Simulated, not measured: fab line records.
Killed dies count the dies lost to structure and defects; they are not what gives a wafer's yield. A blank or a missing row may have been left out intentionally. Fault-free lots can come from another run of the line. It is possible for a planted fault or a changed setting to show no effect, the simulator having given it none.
fab line records -- flow gf180mcu
record: lots: 6, wafers: 18, last_day: 34
route steps=602 shown M4@464 V4@476
lots that met no fault: from a run of the same line without faults
start_h: hours from the record's opening day to when the first of the lot's shown wafers began -- wait_h: hours elapsed since this lot's preceding step -- " unchanged from the row above -- L1.1+2: several wafers, shown together as one row -- - no value present, or no start provided -- * or withheld: withheld -- < > ~ a bound
route shown NAME@n: a module of which the file shows steps, and the number in the route of the first -- usual: mean/standard deviation of fault-free wafers -- same: alike in all rows -- chamber/n: place in a boat -- sites: per-site readings -- _std_site: standard deviation of those values -- _edge_site: mean of outer sites minus mean of inner sites -- radius_mm: how far each site lies from the wafer's centre -- mask NAME#n: copy n -- behind: tool/chamber where the wafer was last shaped -- hold: why the lot was held/for how many hours/how that ended -- device: the transistor (n, p or np) that didn't switch -- end of line: tests run on the same wafers once the route is complete -- where a step has no rows: the recipe by itself -- killed: the dies lost at the first sort to structure and to defects; this is not the yield of the wafer -- map: the dies of a wafer, with x for killed, . for not killed, _ for no die there
set.NAME: the setting that was run; set.NAME@STEP: the one run at that earlier step -- model.NAME: the simulator's own value behind a step, which no gauge read
lots at selected steps of the route; one table per step, one row per wafer
services: from which hour (start_h, from the record's first day; less than 0 if before it) a tool's chamber was out of use, for how many hours, and why
== steps ==
step: GF_M4_HMDS_08
recipe: prime_time_s: 60, prime_temp_c: 120
step: GF_M4_COAT_09
recipe: resist: KrF, spin_rpm: withheld, resist_thk_nm: 1000
step: GF_M4_SOFTBAKE_10
recipe: temp_c: 130, time_s: 60, resist: KrF
step: GF_M4_EXPOSE_11
recipe: mask_id: Metal4, target_cd_nm: 280, na: 0.68, source_shape: conventional, sigma_outer: 0.6, dose_mj: 28
step: GF_M4_PEB_12
recipe: peb_temp_c: 135, peb_time_s: 90, resist: KrF
step: GF_M4_DEVELOP_13
recipe: develop_time_s: 60, dev_temp_c: 21
step: GF_M4_CD_MEAS_14
recipe: target_cd_nm: 280
usual: cd_nm: 279.7/0.93
lot.wafer,tool,chamber,start_h,wait_h,cd_nm
L604.2,cd_sem-01,-,536.33,0.1,281.8
L604.3,cd_sem-01,-,536.33,0.1,280.8
L604.5,cd_sem-01,-,536.33,0.1,281.5
L617.3,cd_sem-02,-,643.95,0.1,280.1
L617.5,cd_sem-02,-,643.95,0.1,280.7
L617.6,cd_sem-02,-,643.95,0.1,280.2
L619.3,cd_sem-02,-,655.98,0.2,280.6
L619.4,cd_sem-02,-,655.98,0.2,279.7
L619.5,cd_sem-02,-,655.98,0.2,279.7
L621.1,cd_sem-02,-,666.20,0.1,279.5
L621.3,cd_sem-02,-,666.20,0.1,279.5
L621.5,cd_sem-02,-,666.20,0.1,279.4
L625.2,cd_sem-02,-,697.73,0.1,279.9
L625.3,cd_sem-02,-,697.73,0.1,281.6
L625.5,cd_sem-02,-,697.73,0.1,280.6
L627.1,cd_sem-02,-,709.30,0.1,279.0
L627.2,cd_sem-02,-,709.30,0.1,279.2
L627.5,cd_sem-02,-,709.30,0.1,280.3
step: GF_M4_OVL_MEAS_15
usual: M4_OVL: 3/5.2
lot.wafer,tool,chamber,start_h,wait_h,M4_OVL[nm]
L604.2,overlay-01,-,536.43,0.1,12
L604.3,overlay-01,-,536.43,0.1,4
L604.5,overlay-01,-,536.43,0.1,3
L617.3,overlay-02,-,644.04,0.1,10
L617.5,overlay-02,-,644.04,0.1,0
L617.6,overlay-02,-,644.04,0.1,3
L619.3,overlay-01,-,656.07,0.1,7
L619.4,overlay-01,-,656.07,0.1,3
L619.5,overlay-01,-,656.07,0.1,1
L621.1,overlay-02,-,666.32,0.1,-8
L621.3,overlay-02,-,666.32,0.1,-2
L621.5,overlay-02,-,666.32,0.1,-5
L625.2,overlay-01,-,697.83,0.1,7
L625.3,overlay-01,-,697.83,0.1,15
L625.5,overlay-01,-,697.83,0.1,6
L627.1,overlay-02,-,709.42,0.1,1
L627.2,overlay-02,-,709.42,0.1,5
L627.5,overlay-02,-,709.42,0.1,7
step: GF_M4_METAL_ETCH_16
recipe: chemistry: Cl2/BCl3, mask_material: KrF, target_depth_nm: 750.8, stop_on: SiO2, pressure_mtorr: 8, icp_w: 800, bias_w: 140, Cl2_flow_sccm: 80, bcl3_flow_sccm: 40, time_s: 125.1
usual: drypump_motor_current_A: 5.9/0.31, oes_product_au: 0.991/0.0051, throttle_valve_pct: 28.229/0.0098
lot.wafer,tool,chamber,start_h,wait_h,drypump_motor_current_A,oes_product_au,rf_hours_counter_h,throttle_valve_pct
L604.2,rie_metal-03,0,536.46,0.0,6.2,0.993,9,28.232
L604.3,rie_metal-03,1,536.46,0.0,5.8,0.992,-,28.226
L604.5,rie_metal-03,1,536.46,0.0,5.8,0.992,-,28.215
L617.3,rie_metal-04,0,644.11,0.1,5.6,0.987,-,28.232
L617.5,rie_metal-04,0,644.11,0.1,5.6,0.990,-,28.219
L617.6,rie_metal-04,1,644.11,0.1,6.3,0.988,-,28.225
L619.3,rie_metal-04,0,656.13,0.1,5.6,0.998,-,28.202
L619.4,rie_metal-04,1,656.13,0.1,6.3,0.990,-,28.224
L619.5,rie_metal-04,1,656.13,0.1,6.3,0.995,-,28.247
L621.1,rie_metal-04,0,666.36,0.0,5.5,0.989,10,28.219
L621.3,rie_metal-04,1,666.36,0.0,6.3,0.991,-,28.238
L621.5,rie_metal-04,1,666.36,0.0,6.3,0.997,-,28.229
L625.2,rie_metal-04,0,697.86,0.0,5.6,0.999,11,28.238
L625.3,rie_metal-04,0,697.86,0.0,5.6,0.984,-,28.219
L625.5,rie_metal-04,1,697.86,0.0,6.3,0.994,-,28.230
L627.1,rie_metal-03,1,709.46,0.0,5.7,0.990,9,28.222
L627.2,rie_metal-03,1,709.46,0.0,5.8,0.987,-,28.231
L627.5,rie_metal-03,1,709.46,0.0,5.7,0.989,-,28.243
step: GF_M4_STRIP_17
recipe: chemistry: O2/N2, power_w: 1400, pressure_mtorr: 1500, platen_temp_c: 250, o2_flow_sccm: 3000, n2_flow_sccm: 300, overash_fraction: 0.5
usual: drypump_motor_current_A: 5.7/0.33, heater_power_w: 336/15, oes_product_au: 0.538/0.0051, platen_temp_c: 250.01/0.18, strip_time_to_endpoint_s: 7.38/0.042
lot.wafer,tool,chamber,start_h,wait_h,drypump_motor_current_A,heater_power_w,oes_product_au,platen_temp_c,rf_hours_counter_h,strip_time_to_endpoint_s
L604.2,plasma_asher-03,1,536.59,0.1,5.4,334,0.540,250.08,70,7.36
L604.3,plasma_asher-03,0,536.59,0.1,5.7,323,0.537,249.74,-,7.32
L604.5,plasma_asher-03,0,536.59,0.1,5.7,324,0.530,250.05,-,7.35
L617.3,plasma_asher-03,1,644.23,0.1,5.4,348,0.536,250.24,-,7.40
L617.5,plasma_asher-03,0,644.23,0.1,5.8,326,0.536,250.05,-,7.39
L617.6,plasma_asher-03,1,644.23,0.1,5.3,342,0.536,249.79,-,7.42
L619.3,plasma_asher-03,1,656.25,0.1,5.3,333,0.539,250.04,-,7.34
L619.4,plasma_asher-03,0,656.25,0.1,5.7,332,0.539,249.75,-,7.39
L619.5,plasma_asher-03,1,656.25,0.1,5.3,339,0.534,249.83,-,7.40
L621.1,plasma_asher-02,1,666.49,0.1,5.7,354,0.542,250.01,55,7.39
L621.3,plasma_asher-02,1,666.49,0.1,5.7,347,0.538,250.32,-,7.40
L621.5,plasma_asher-02,1,666.49,0.1,5.7,360,0.538,250.22,-,7.37
L625.2,plasma_asher-03,1,697.99,0.1,5.4,341,0.539,249.77,87,7.35
L625.3,plasma_asher-03,0,697.99,0.1,5.8,343,0.542,249.93,-,7.36
L625.5,plasma_asher-03,0,697.99,0.1,5.7,327,0.543,250.00,-,7.35
L627.1,plasma_asher-01,1,709.72,0.2,5.7,361,0.534,250.06,112,7.38
L627.2,plasma_asher-01,0,709.72,0.2,6.0,316,0.536,250.08,112,7.40
L627.5,plasma_asher-01,0,709.72,0.2,6.0,311,0.535,250.02,-,7.40
step: GF_M4_STRIP_18
recipe: chemistry: post_etch_residue_remover, time_s: 1200, temp_c: 72.5
step: GF_M4_CLEAN_19
recipe: chemistry: DIW, dry: n2_spin
step: GF_V4_CVD_00
recipe: material: SiO2, target_thk_nm: 600, sigma_open_frac: 0.3, temp_c: 400, time_s: 100, sih4_flow_sccm: 60, pressure_mtorr: 6
usual: sih4_flow_sccm: 60.01/0.18
lot.wafer,tool,chamber,start_h,wait_h,sih4_flow_sccm,model.SiO2_of_V4_CVD_00.thk_nm
L604.2,hdpcvd-02,1,537.13,0.0,59.88,602
L604.3,hdpcvd-02,2,537.13,0.0,60.43,602.8
L604.5,hdpcvd-02,0,537.13,0.0,60.12,601.8
L617.3,hdpcvd-01,2,645.07,0.0,60.14,606.1
L617.5,hdpcvd-01,0,645.07,0.0,60.37,597.3
L617.6,hdpcvd-01,2,645.07,0.0,59.94,604.8
L619.3,hdpcvd-02,0,656.86,0.0,60.04,602.9
L619.4,hdpcvd-02,2,656.86,0.0,60.07,599.6
L619.5,hdpcvd-02,1,656.86,0.0,50.93,513.2
L621.1,hdpcvd-02,2,667.02,0.0,60.18,601.2
L621.3,hdpcvd-02,0,667.02,0.0,60.14,596.2
L621.5,hdpcvd-02,1,667.02,0.0,51.11,512.6
L625.2,hdpcvd-01,1,698.53,0.0,60.23,608.8
L625.3,hdpcvd-01,0,698.53,0.0,60.19,605.5
L625.5,hdpcvd-01,1,698.53,0.0,60.14,610.4
L627.1,hdpcvd-01,0,710.32,0.0,59.89,607.9
L627.2,hdpcvd-01,1,710.32,0.0,59.70,603.3
L627.5,hdpcvd-01,2,710.32,0.0,60.02,603.9
step: GF_V4_THK_MEAS_01
recipe: reads: SiO2_of_V4_CVD_00
usual: V4_CVD_00_THK: 602/5.1
lot.wafer,tool,chamber,start_h,wait_h,V4_CVD_00_THK[nm]
L604.2,film_metro-02,-,537.22,0.0,602
L604.3,film_metro-02,-,537.22,0.0,603
L604.5,film_metro-02,-,537.22,0.0,602
L617.3,film_metro-04,-,645.16,0.1,606
L617.5,film_metro-04,-,645.16,0.1,598
L617.6,film_metro-04,-,645.16,0.1,605
L619.3,film_metro-01,-,656.95,0.1,603
L619.4,film_metro-01,-,656.95,0.1,599
L619.5,film_metro-01,-,656.95,0.1,514
L621.1,film_metro-02,-,667.10,0.0,601
L621.3,film_metro-02,-,667.10,0.0,596
L621.5,film_metro-02,-,667.10,0.0,513
L625.2,film_metro-04,-,698.61,0.0,609
L625.3,film_metro-04,-,698.61,0.0,606
L625.5,film_metro-04,-,698.61,0.0,610
L627.1,film_metro-01,-,710.39,0.0,608
L627.2,film_metro-01,-,710.39,0.0,603
L627.5,film_metro-01,-,710.39,0.0,604
step: GF_V4_CVD_02
recipe: material: SiO2, target_thk_nm: 850, precursor: TEOS, temp_c: 400, time_s: 94.851, rf_w: 600
usual: heater_power_w: 693/86
lot.wafer,tool,chamber,start_h,wait_h,heater_power_w
L604.2,pecvd-01,1,537.27,0.0,564
L604.3,pecvd-01,0,537.27,0.0,736
L604.5,pecvd-01,2,537.27,0.0,715
L617.3,pecvd-01,2,645.20,0.0,682
L617.5,pecvd-01,1,645.20,0.0,679
L617.6,pecvd-01,0,645.20,0.0,747
L619.3,pecvd-01,0,656.99,0.0,674
L619.4,pecvd-01,2,656.99,0.0,755
L619.5,pecvd-01,0,656.99,0.0,733
L621.1,pecvd-01,2,667.16,0.1,721
L621.3,pecvd-01,0,667.16,0.1,785
L621.5,pecvd-01,1,667.16,0.1,643
L625.2,pecvd-03,2,698.66,0.0,768
L625.3,pecvd-03,1,698.66,0.0,702
L625.5,pecvd-03,1,698.66,0.0,749
L627.1,pecvd-03,0,710.45,0.1,874
L627.2,pecvd-03,2,710.45,0.1,687
L627.5,pecvd-03,1,710.45,0.1,740
== services ==
tool,chamber,start_h,hours,kind
rie_metal-03,0,514.58,1.2,repair
plasma_asher-02,-,521.08,2.7,repair
hdpcvd-01,-,539.25,15.0,pm
hdpcvd-01,0,539.25,15.0,vent_cycle
hdpcvd-01,1,539.25,15.0,vent_cycle
hdpcvd-01,2,539.25,15.0,vent_cycle
hdpcvd-01,0,554.25,-,clean
hdpcvd-01,1,554.25,-,clean
hdpcvd-01,2,554.25,-,clean
rie_metal-04,1,611.53,-,clean
rie_metal-04,1,611.53,17.4,scheduled_down
rie_metal-04,1,611.53,17.4,vent_cycle
hdpcvd-01,0,633.28,2.6,repair
pecvd-01,-,647.12,2.8,pm
hdpcvd-01,-,647.33,3.3,repair
hdpcvd-01,-,652.45,1.0,repair
hdpcvd-02,-,692.44,14.6,pm
rie_metal-03,0,695.79,-,clean
rie_metal-03,0,695.79,22.6,scheduled_down
rie_metal-03,0,695.79,22.6,vent_cycle
pecvd-01,-,696.97,15.2,repair
== key ==
first_sign: step: GF_V4_CVD_00, reading: sih4_flow_sccm, direction: down, sigmas: 50, usual: 60.01, struck: 51.02
effect: step: GF_V4_THK_MEAS_01, reading: V4_CVD_00_THK, direction: down, sigmas: 18, usual: 602, struck: 513
model_effect: step: GF_V4_CVD_00, value: SiO2_of_V4_CVD_00.thk_nm, without: 602.9, struck: 512.9
met_at GF_V4_CVD_00
struck_wafers L619.5,L621.5
onset_between 537.13 656.86
fault: kind: process_parameter_drift, tool: hdpcvd-02, chamber: 1, onset_h: 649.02, steps: GF_V4_CVD_00, channel: sih4_flow_sccm, offset: -9, shape: step, end_h: 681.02, acts_in: these_recipes_only, stated: 60
